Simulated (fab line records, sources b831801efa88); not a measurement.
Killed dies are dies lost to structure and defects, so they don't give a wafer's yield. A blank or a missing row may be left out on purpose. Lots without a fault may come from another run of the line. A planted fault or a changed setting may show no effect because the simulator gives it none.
fab line records | flow sky130
record lots=7 wafers=21 last_day=50
route steps=708 shown SPACER@305 POLY_CUT@307 SD_P@320 PAD_OPEN@708
lots that met no fault: from a run of the same line without faults
start_h: hours from the record's first day to the start of the lot's first wafer shown | wait_h: hours since the lot's step before | " the same as in the row above | L1.1+2: a row that stands for several wafers | - no value, or no start given | * or withheld: withheld | < > ~ a bound
route shown NAME@n: a module of which the file shows steps, and the number in the route of the first | usual: mean/standard deviation of fault-free wafers | same: alike in all rows | chamber/n: place in a boat | sites: the reading at each site | _std_site: their standard deviation | _edge_site: outer sites' mean less inner sites' | radius_mm: how far each site lies from the wafer's centre | mask NAME#n: copy n | behind: the tool/chamber that last shaped the wafer | hold: why the lot was held/for how many hours/how that ended | device: the transistor (n, p or np) that didn't switch | end of line: the same wafers' tests at the end of the route | a step without rows: its recipe alone | killed: dies lost to structure and defects at the first sort, not the wafer's yield | map: a wafer's dies, x killed, . not, _ none there
set.NAME: the setting as run; set.NAME@STEP: as run at that earlier step | model.NAME: the simulator's own value behind a step, which no gauge read
lots at some steps of the route; a table a step, a row a wafer
services: from which hour (start_h, from the record's first day; less than 0 if before it) a tool's chamber was out of use, for how many hours, and why
## steps
# step SKY_SPACER_THK_MEAS_01
# recipe reads=Si3N4_of_SPACER_CVD_00
# usual SPACER_CVD_00_THK=42.9/0.38
# columns lot.wafer tool chamber start_h wait_h SPACER_CVD_00_THK[nm]
L778.1 film_metro-01 - 546.39 0.0 43.2
L778.3 " - " " 43.0
L778.6 " - " " 43.1
L788.1 film_metro-01 - 628.45 0.0 43.2
L788.3 " - " " 43.0
L788.5 " - " " 42.9
L790.1 film_metro-01 - 645.53 0.0 42.7
L790.2 " - " " 42.7
L790.6 " - " " 42.5
L792.2 film_metro-03 - 658.71 0.0 43.2
L792.4 " - " " 42.7
L792.6 " - " " 42.6
L793.1 film_metro-04 - 671.75 0.0 43.1
L793.4 " - " " 43.2
L793.6 " - " " 42.8
L796.1 film_metro-03 - 689.69 0.0 42.1
L796.2 " - " " 42.5
L796.3 " - " " 42.7
L798.2 film_metro-03 - 706.70 0.0 42.7
L798.3 " - " " 42.4
L798.4 " - " " 42.7
# step SKY_SPACER_ETCHBACK_02
# recipe chemistry=CH3F/O2 target=Si3N4 stop_on=SiO2 source_w=400 bias_w=80 pressure_mtorr=25 ch3f_flow_sccm=40 O2_flow_sccm=30 time_s=46.7 target_depth_a=450
# usual ch3f_flow_sccm=40.02/0.12 drypump_motor_current_A=5.8/0.38 oes_product_au=0.852/0.006 throttle_valve_pct=10.563/0.0087
# columns lot.wafer tool chamber start_h wait_h ch3f_flow_sccm drypump_motor_current_A oes_product_au rf_hours_counter_h throttle_valve_pct
L778.1 rie_diel-04 0 546.45 0.1 39.88 5.8 0.855 5 10.581
L778.3 " 3 " " 40.04 6.0 0.852 83 10.550
L778.6 " 0 " " 39.82 5.8 0.852 - 10.566
L788.1 rie_diel-03 1 628.51 0.1 39.95 5.7 0.860 5 10.570
L788.3 " 2 " " 40.06 6.2 0.856 4 10.558
L788.5 " 2 " " 40.23 6.2 0.848 - 10.559
L790.1 rie_diel-03 3 645.59 0.1 40.08 6.2 0.845 6 10.557
L790.2 " 1 " " 40.09 5.7 0.849 5 10.565
L790.6 " 3 " " 40.21 6.2 0.848 - 10.560
L792.2 rie_diel-02 2 658.76 0.0 40.08 5.6 0.863 7 10.553
L792.4 " 0 " " 40.03 5.1 0.847 11 10.569
L792.6 " 1 " " 40.16 5.7 0.849 - 10.572
L793.1 rie_diel-02 3 671.81 0.1 39.86 5.8 0.860 35 10.560
L793.4 " 2 " " 39.92 5.6 0.860 7 10.559
L793.6 " 2 " " 39.88 5.6 0.849 - 10.569
L796.1 rie_diel-03 1 689.75 0.1 40.12 5.7 0.843 6 10.580
L796.2 " 2 " " 40.03 6.2 0.852 5 10.579
L796.3 " 3 " " 39.99 6.2 0.850 7 10.559
L798.2 rie_diel-04 1 706.75 0.0 40.14 5.1 0.847 4 10.577
L798.3 " 3 " " 40.04 6.0 0.849 3 10.563
L798.4 " 0 " " 40.11 5.8 0.852 8 10.555
# step SKY_POLY_CUT_DEHYDRATE_00
# recipe temp_c=200 time_s=60
# step SKY_POLY_CUT_HMDS_01
# recipe prime_time_s=60 prime_temp_c=120
# step SKY_POLY_CUT_COAT_02
# recipe resist=BARC temp_c=withheld time_s=withheld spin_rpm=3000 resist_thk_nm=60
# step SKY_POLY_CUT_COAT_03
# recipe resist=KrF-thick spin_rpm=3000 resist_thk_nm=450
# step SKY_POLY_CUT_SOFTBAKE_04
# recipe temp_c=100 time_s=90 resist=KrF-thick
# step SKY_POLY_CUT_EXPOSE_05
# recipe mask_id=NPCM na=0.8 source_shape=annular sigma_inner=0.55 sigma_outer=0.85 target_cd_nm=270 dose_mj=32
# step SKY_POLY_CUT_PEB_06
# recipe peb_temp_c=withheld peb_time_s=withheld resist=KrF-thick
# step SKY_POLY_CUT_DEVELOP_07
# recipe develop_time_s=60 resist=KrF-thick dev_temp_c=21
# step SKY_POLY_CUT_CD_MEAS_08
# recipe target_cd_nm=270
# usual cd_nm=269.9/1.3
# columns lot.wafer tool chamber start_h wait_h cd_nm
L778.1 cd_sem-02 - 575.64 - 271.2
L778.3 " - " " 271.5
L778.6 " - " " 271.2
L788.1 cd_sem-02 - 657.11 - 268.3
L788.3 " - " " 267.9
L788.5 " - " " 269.1
L790.1 cd_sem-01 - 673.79 - 268.2
L790.2 " - " " 267.4
L790.6 " - " " 267.5
L792.2 cd_sem-01 - 686.93 - 270.4
L792.4 " - " " 270.5
L792.6 " - " " 271.9
L793.1 cd_sem-01 - 699.34 - 270.2
L793.4 " - " " 270.1
L793.6 " - " " 268.8
L796.1 cd_sem-02 - 718.19 - 271.1
L796.2 " - " " 272.4
L796.3 " - " " 270.3
L798.2 cd_sem-02 - 734.41 - 269.1
L798.3 " - " " 268.0
L798.4 " - " " 268.7
# step SKY_POLY_CUT_OVL_MEAS_09
# usual POLY_CUT_OVL=2/4.7
# columns lot.wafer tool chamber start_h wait_h POLY_CUT_OVL[nm]
L778.1 overlay-02 - 575.76 0.1 3
L778.3 " - " " -3
L778.6 " - " " 3
L788.1 overlay-01 - 657.23 0.1 5
L788.3 " - " " -1
L788.5 " - " " 8
L790.1 overlay-02 - 673.91 0.1 -12
L790.2 " - " " -1
L790.6 " - " " -7
L792.2 overlay-02 - 687.04 0.1 8
L792.4 " - " " 5
L792.6 " - " " 0
L793.1 overlay-02 - 699.46 0.1 -4
L793.4 " - " " -3
L793.6 " - " " 6
L796.1 overlay-02 - 718.32 0.1 1
L796.2 " - " " 1
L796.3 " - " " 7
L798.2 overlay-01 - 734.52 0.1 8
L798.3 " - " " -2
L798.4 " - " " 15
# step SKY_POLY_CUT_ETCH_10
# recipe chemistry=N2/H2 target=BARC ion_energy_ev=200 source_w=500 bias_w=100 pressure_mtorr=30 n2_flow_sccm=100 h2_flow_sccm=200 stop_on=SiO2 time_s=45.9 target_depth_a=600
# usual drypump_motor_current_A=5.7/0.46 h2_flow_sccm=200.0/0.64 oes_product_au=0.855/0.0047 throttle_valve_pct=13.224/0.0095
# columns lot.wafer tool chamber start_h wait_h drypump_motor_current_A h2_flow_sccm oes_product_au rf_hours_counter_h throttle_valve_pct model.KrF-thick_of_POLY_CUT_COAT_03.thk_nm model.etch.depth_nm model.POLY_CUT.cd_nm
L778.1 rie_diel-02 3 575.80 0.0 5.8 199.8 0.857 34 13.227 407.6 59.93 271.6
L778.3 " 0 " " 5.1 199.7 0.859 9 13.224 408.9 60.13 270.8
L778.6 " 1 " " 5.7 200.5 0.850 - 13.218 408.2 60 271.4
L788.1 rie_diel-03 2 657.27 0.0 6.1 199.4 0.860 4 13.230 405.9 60.15 269.2
L788.3 " 1 " " 5.7 200.0 0.857 5 13.218 407 60.26 268
L788.5 " 0 " " 5.3 200.6 0.861 - 13.219 406.7 60.14 267.9
L790.1 rie_diel-03 3 673.95 0.0 6.2 199.7 0.821 7 13.215 414.6 56.32 265.1
L790.2 " 1 " " 5.7 199.6 0.811 5 13.239 416 54.65 265.1
L790.6 " 3 " " 6.2 200.0 0.836 - 13.233 413.7 56.4 265.2
L792.2 rie_diel-03 0 687.07 0.0 5.3 200.1 0.834 13 13.239 418.1 56.91 267.4
L792.4 " 3 " " 6.2 200.1 0.823 7 13.217 417.5 56.29 267.9
L792.6 " 1 " " 5.7 199.0 0.814 - 13.211 417.9 54.65 269.7
L793.1 rie_diel-03 0 699.50 0.0 5.3 200.5 0.828 13 13.234 414.9 56.94 266.8
L793.4 " 3 " " 6.2 200.6 0.829 7 13.206 414.1 56.42 268.4
L793.6 " 0 " " 5.3 200.3 0.833 - 13.220 414.9 57.48 265.7
L796.1 rie_diel-02 0 718.35 0.0 5.1 200.7 0.846 12 13.221 406.6 59.67 269.2
L796.2 " 2 " " 5.6 200.0 0.846 9 13.225 407.5 59.69 272.2
L796.3 " 3 " " 5.8 200.2 0.850 37 13.221 408.6 59.76 270.8
L798.2 rie_diel-01 1 734.55 0.0 6.0 199.5 0.860 29 13.229 409.7 60.29 269.7
L798.3 " 3 " " 5.1 201.0 0.857 15 13.227 411.2 60.18 267.9
L798.4 " 2 " " 6.2 199.6 0.865 12 13.223 410.8 60.13 269.1
# step SKY_POLY_CUT_ETCH_11
# recipe target=Si3N4 chemistry=CF4/CH2F2/Ar stop_on=poly-Si source_w=600 bias_w=150 pressure_mtorr=40 cf4_flow_sccm=40 ch2f2_flow_sccm=20 Ar_flow_sccm=150 time_s=42.5 target_depth_a=600
# usual drypump_motor_current_A=5.7/0.46 oes_product_au=0.827/0.0057 throttle_valve_pct=14.993/0.0084
# columns lot.wafer tool chamber start_h wait_h drypump_motor_current_A oes_product_au rf_hours_counter_h throttle_valve_pct model.POLY_CUT.cd_nm
L778.1 rie_diel-02 3 575.84 0.0 5.7 0.830 34 14.984 271.4
L778.3 " 0 " " 5.1 0.824 9 14.996 270.7
L778.6 " 1 " " 5.7 0.828 - 15.008 271.2
L788.1 rie_diel-03 2 657.31 0.0 6.2 0.821 4 14.994 269.3
L788.3 " 1 " " 5.7 0.830 5 15.010 268
L788.5 " 0 " " 5.3 0.815 - 14.986 267.9
L790.1 rie_diel-03 3 673.99 0.0 6.2 0.811 7 14.981 265.2
L790.2 " 1 " " 5.7 0.765 5 14.984 265.1
L790.6 " 3 " " 6.2 0.814 - 15.001 265.2
L792.2 rie_diel-03 0 687.11 0.0 5.3 0.807 13 15.000 267.4
L792.4 " 3 " " 6.2 0.799 7 14.991 267.9
L792.6 " 1 " " 5.7 0.745 - 14.978 269.7
L793.1 rie_diel-03 0 699.54 0.0 5.3 0.802 13 14.994 266.9
L793.4 " 3 " " 6.2 0.799 7 14.988 268.5
L793.6 " 0 " " 5.3 0.820 - 14.986 265.7
L796.1 rie_diel-02 0 718.39 0.0 5.1 0.833 12 15.007 269.2
L796.2 " 2 " " 5.6 0.831 9 14.994 272.4
L796.3 " 3 " " 5.8 0.829 37 14.996 270.9
L798.2 rie_diel-01 1 734.59 0.0 6.0 0.821 29 15.003 269.7
L798.3 " 3 " " 5.1 0.822 15 14.981 267.8
L798.4 " 2 " " 6.1 0.831 12 15.003 269.1
# step SKY_POLY_CUT_STRIP_12
# recipe chemistry=O2/N2 power_w=1400 pressure_mtorr=1500 platen_temp_c=withheld o2_flow_sccm=3000 n2_flow_sccm=300 overash_fraction=0.5
# usual drypump_motor_current_A=5.42/0.29 oes_product_au=0.452/0.0042 strip_time_to_endpoint_s=5.355/0.017
# columns lot.wafer tool chamber start_h wait_h drypump_motor_current_A oes_product_au rf_hours_counter_h strip_time_to_endpoint_s
L778.1 plasma_asher-02 1 575.88 0.0 5.88 0.451 16 5.347
L778.3 " 0 " " 5.21 0.454 - 5.363
L778.6 " 1 " " 5.89 0.444 - 5.353
L788.1 plasma_asher-01 1 657.35 0.0 5.32 0.446 96 5.330
L788.3 " 1 " " 5.31 0.448 - 5.353
L788.5 " 1 " " 5.32 0.447 - 5.331
L790.1 plasma_asher-02 1 674.03 0.0 5.86 0.452 25 5.425
L790.2 " 0 " " 5.21 0.441 25 5.459
L790.6 " 1 " " 5.85 0.455 - 5.417
L792.2 plasma_asher-02 1 687.15 0.0 5.86 0.451 27 5.460
L792.4 " 1 " " 5.92 0.457 - 5.455
L792.6 " 0 " " 5.20 0.456 - 5.465
L793.1 plasma_asher-02 1 699.58 0.0 5.88 0.458 28 5.417
L793.4 " 1 " " 5.86 0.459 - 5.421
L793.6 " 1 " " 5.89 0.457 - 5.425
L796.1 plasma_asher-01 1 718.43 0.0 5.32 0.447 102 5.334
L796.2 " 0 " " 5.41 0.453 102 5.354
L796.3 " 1 " " 5.32 0.453 - 5.370
L798.2 plasma_asher-04 0 734.63 0.0 5.48 0.458 62 5.364
L798.3 " 1 " " 4.89 0.458 - 5.389
L798.4 " 0 " " 5.50 0.448 - 5.396
# step SKY_SD_P_DEHYDRATE_00
# recipe temp_c=200 time_s=60
# step SKY_PAD_OPEN_PROBE_99
# usual killed_at_M0_to_M3=44/7.3 killed_at_M4_up=3.4/1.8 killed_at_contacts=24/5.8 killed_at_front_end=15/4.9 killed_at_other=0.4/0.63 killed_dies=86/11 killed_open=47/8 killed_short=39/6.5
# same gross_dies=492 killed_at_back_side=0
# columns lot.wafer tool chamber start_h wait_h hold killed_at_M0_to_M3 killed_at_M4_up killed_at_contacts killed_at_front_end killed_at_other killed_dies killed_open killed_short
L778.1 prober-02 - 1089.17 0.1 - 50 2 12 10 0 74 47 27
L778.3 prober-02 - 1089.27 0.2 - 41 4 19 16 0 80 38 42
L778.6 prober-02 - 1089.42 0.2 - 47 5 20 14 1 87 48 39
L788.1 prober-02 - 1145.21 0.1 - 48 6 31 17 0 102 51 50
L788.3 prober-02 - 1145.31 0.2 - 57 4 23 18 0 102 47 55
L788.5 prober-02 - 1145.41 0.2 - 45 2 25 15 0 87 48 38
L790.1 prober-02 - 1154.67 0.1 await_dispo/2.6h/release 42 1 37 26 0 106 59 35
L790.2 prober-02 - 1154.72 0.1 await_dispo/2.6h/release 45 6 29 107 1 188 54 45
L790.6 prober-02 - 1154.92 0.2 await_dispo/2.6h/release 40 5 36 40 0 121 53 45
L796.1 prober-02 - 1182.31 0.1 - 36 3 16 23 0 78 41 37
L796.2 prober-02 - 1182.36 0.1 - 43 5 19 18 1 86 49 37
L796.3 prober-02 - 1182.41 0.2 - 35 4 13 16 0 68 33 35
L798.2 prober-02 - 1191.45 0.1 - 47 4 30 23 0 104 57 47
L798.3 prober-02 - 1191.50 0.2 - 63 3 26 14 0 106 61 45
L798.4 prober-02 - 1191.55 0.2 - 49 4 21 23 0 97 52 45
# killed by level:class
L778.1 VIA3:geometric_particle:open=9 CONTACT:geometric_particle:open=8 VIA2:geometric_particle:open=8 VIA1:geometric_particle:open=7 METAL2:geometric_particle:short=7 POLY_GATE:geometric_particle:open=4 METAL1:geometric_particle:short=4 LI_CONTACT:geometric_particle:open=3
L778.3 VIA1:geometric_particle:open=10 VIA2:geometric_particle:open=9 LI_CONTACT:geometric_particle:open=5 CONTACT:geometric_particle:short=5 POLY_GATE:geometric_particle:open=4 POLY_GATE:geometric_particle:short=4 VIA3:geometric_particle:short=4 LOCAL_INTERCONNECT:geometric_particle:short=4
L778.6 VIA1:geometric_particle:open=10 VIA3:geometric_particle:open=10 CONTACT:geometric_particle:short=8 CONTACT:geometric_particle:open=6 FIELD_ISO:geometric_particle:short=5 VIA2:geometric_particle:open=5 VIA3:geometric_particle:short=5 FIELD_ISO:geometric_particle:open=4
L788.1 CONTACT:geometric_particle:open=12 VIA1:geometric_particle:open=9 LI_CONTACT:geometric_particle:open=8 METAL2:geometric_particle:short=8 LOCAL_INTERCONNECT:geometric_particle:short=6 VIA2:geometric_particle:short=6 VIA1:geometric_particle:short=6 VIA2:geometric_particle:open=6
L788.3 METAL2:geometric_particle:short=12 CONTACT:geometric_particle:open=9 VIA1:geometric_particle:open=9 FIELD_ISO:geometric_particle:open=6 METAL1:geometric_particle:short=6 VIA2:geometric_particle:open=6 VIA3:geometric_particle:open=6 VIA1:geometric_particle:short=5
L788.5 CONTACT:geometric_particle:open=12 VIA1:geometric_particle:short=10 VIA1:geometric_particle:open=10 LI_CONTACT:geometric_particle:open=7 FIELD_ISO:geometric_particle:open=5 FIELD_ISO:geometric_particle:short=4 CONTACT:geometric_particle:short=4 VIA3:geometric_particle:short=4
L790.1 CONTACT:geometric_particle:open=15 POLY_CUT:area_etch=12 METAL2:geometric_particle:short=9 LI_CONTACT:geometric_particle:open=8 VIA1:geometric_particle:open=8 VIA2:geometric_particle:open=8 CONTACT:geometric_particle:short=6 VIA2:geometric_particle:short=5
L790.2 POLY_CUT:area_etch=86 VIA1:geometric_particle:open=11 CONTACT:geometric_particle:open=8 CONTACT:geometric_particle:short=8 LI_CONTACT:geometric_particle:open=7 METAL2:geometric_particle:short=6 VIA1:geometric_particle:short=6 VIA3:geometric_particle:open=6
L790.6 POLY_CUT:area_etch=23 CONTACT:geometric_particle:open=12 VIA1:geometric_particle:open=12 LOCAL_INTERCONNECT:geometric_particle:short=9 VIA1:geometric_particle:short=9 VIA3:geometric_particle:open=7 LI_CONTACT:geometric_particle:open=7 FIELD_ISO:geometric_particle:open=4
L796.1 POLY_GATE:geometric_particle:short=9 VIA1:geometric_particle:open=8 CONTACT:geometric_particle:open=7 FIELD_ISO:geometric_particle:open=5 FIELD_ISO:geometric_particle:short=5 METAL1:geometric_particle:short=5 VIA3:geometric_particle:open=5 VIA1:geometric_particle:short=5
L796.2 VIA1:geometric_particle:open=13 CONTACT:geometric_particle:open=10 POLY_GATE:geometric_particle:open=6 VIA1:geometric_particle:short=6 METAL1:geometric_particle:short=5 VIA2:geometric_particle:open=5 POLY_GATE:geometric_particle:short=4 CONTACT:geometric_particle:short=4
L796.3 METAL1:geometric_particle:short=8 VIA1:geometric_particle:short=6 CONTACT:geometric_particle:open=5 VIA2:geometric_particle:open=5 FIELD_ISO:geometric_particle:open=4 POLY_GATE:geometric_particle:open=4 VIA1:geometric_particle:open=4 POLY_GATE:geometric_particle:short=3
L798.2 VIA1:geometric_particle:open=12 CONTACT:geometric_particle:open=11 FIELD_ISO:geometric_particle:short=10 LI_CONTACT:geometric_particle:open=9 METAL2:geometric_particle:short=7 METAL1:geometric_particle:short=6 VIA2:geometric_particle:open=5 VIA3:geometric_particle:open=5
L798.3 VIA1:geometric_particle:open=15 CONTACT:geometric_particle:open=9 METAL2:geometric_particle:short=9 VIA2:geometric_particle:open=9 VIA3:geometric_particle:open=8 LI_CONTACT:geometric_particle:open=6 POLY_GATE:geometric_particle:open=5 CONTACT:geometric_particle:short=5
L798.4 VIA1:geometric_particle:open=12 CONTACT:geometric_particle:open=10 VIA2:geometric_particle:open=8 FIELD_ISO:geometric_particle:short=6 METAL2:geometric_particle:short=6 POLY_GATE:geometric_particle:short=5 METAL3:geometric_particle:short=5 FIELD_ISO:geometric_particle:open=4
# map L790.2 (x killed, . not)
__________..xxxxxxxx_________
________x...xxxxxxxxxx_______
______..x....xx.xx.xxxxx_____
_____.........x..x.xx.xxx____
____x............x...x.xxx___
___....x.......x.x.x.xx.xxx__
__x..........x..x....xx..xxx_
_.......x.x.x....x.x..xxxxxxx
_x.x...........x...x.xx.xxxxx
_xxx.......x..........xxxxxxx
_.xx......x.x......xxx...xxxx
_xx..x.x......x.x.....xx.xxxx
_xx.x.x.......x..x......xxxxx
_xx.xx.x.xx...x......x..xxxxx
_xxx.x................xx.xxxx
__xxx.......x.xx.........xxx_
___x..x......x..xxx....xxxx__
____x.....x............x.x___
_____.x.........x....x...____
______.x....x...x......x_____
________.x......x....x_______
__________.x.xx....x_________
# map L788.1 (x killed, . not)
__________.....x.x.._________
________...x....x....._______
______......x..xx......._____
_____....x............x.x____
____..x........x..x...x..x___
___..x.......x.xx..x.x.x.x.__
__....x...x.........x..xx..x_
_.....x.xx.......x...x.....x.
_......................x.x...
_....x...x..xx...x..........x
_x..x...xxx......xx..x.....x.
_.......x..x.x..x.......x.x..
_...x.........xx............x
_....x.x..........x.x...x....
_.........xxx.x.x..x.x...xx..
__......x.x..x.......x.....x_
___.x..xx.....x............__
____.....x..........x.x.x.___
_____......xx.....x....x.____
______...............x.._____
________x..x...x......_______
__________..x.x.xx.x_________
## services
# columns tool chamber start_h hours kind
plasma_asher-01 - 523.51 9.9 repair
rie_diel-04 1 524.29 5.5 repair
rie_diel-03 - 525.29 0.6 repair
rie_diel-04 1 529.76 - clean
rie_diel-04 1 529.76 23.9 scheduled_down
rie_diel-04 1 529.76 23.9 vent_cycle
rie_diel-02 3 549.60 4.9 repair
rie_diel-01 2 554.16 1.5 repair
rie_diel-04 3 554.73 14.7 repair
rie_diel-04 - 558.31 2.8 pm
rie_diel-02 3 560.53 5.4 repair
rie_diel-04 0 561.20 4.6 repair
rie_diel-04 3 569.42 - clean
plasma_asher-02 - 572.55 1.4 repair
rie_diel-01 - 574.10 0.2 repair
rie_diel-02 - 583.17 15.6 pm
rie_diel-01 1 584.00 2.7 repair
rie_diel-03 1 617.92 2.2 repair
plasma_asher-04 - 618.87 3.2 repair
rie_diel-03 - 622.53 2.8 pm
rie_diel-04 2 673.12 32.8 repair
rie_diel-01 1 680.54 1.4 repair
rie_diel-04 3 728.49 32.6 repair
plasma_asher-01 - 733.81 9.0 pm
## key
first_sign step=SKY_POLY_CUT_ETCH_10 reading=oes_product_au direction=down sigmas=6.4 usual=0.855 struck=0.825
effect step=SKY_POLY_CUT_ETCH_11 reading=oes_product_au direction=down sigmas=5.4 usual=0.827 struck=0.796 wafers_moved=8
effect step=SKY_POLY_CUT_STRIP_12 reading=strip_time_to_endpoint_s direction=up sigmas=5 usual=* struck=*
effect step=SKY_PAD_OPEN_PROBE_99 reading=killed_at_front_end direction=up sigmas=8.8 usual=15 struck=58
model_effect step=SKY_POLY_CUT_ETCH_10 value=KrF-thick_of_POLY_CUT_COAT_03.thk_nm without=407.6 struck=415.7
model_effect step=SKY_POLY_CUT_ETCH_11 value=POLY_CUT.cd_nm without=269.3 struck=266.8
more_kills_born_at SKY_POLY_CUT_ETCH_10@rie_diel-03=121
met_at SKY_POLY_CUT_ETCH_10
struck_wafers L790.1,L790.2,L790.6,L792.2,L792.4,L792.6,L793.1,L793.4,L793.6
rows_end L792.2,L792.4,L792.6,L793.1,L793.4,L793.6
tester_left_out L790
onset_between 657.27 673.95
fault kind=process_parameter_drift tool=rie_diel-03 chamber=- onset_h=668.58 steps=SKY_POLY_CUT_ETCH_10 channel=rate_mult offset=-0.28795 shape=step end_h=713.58
# tester_left_out: of these lots the tester's yield and bins aren't shown, on N5 and GAA mostly nor the transistor test; their killed dies are dies lost to structure and defects alone, not to doping, threshold or leakage, so they don't give the yield
# rows_end: these wafers met a further fault down the route, and their rows from its step on are left out
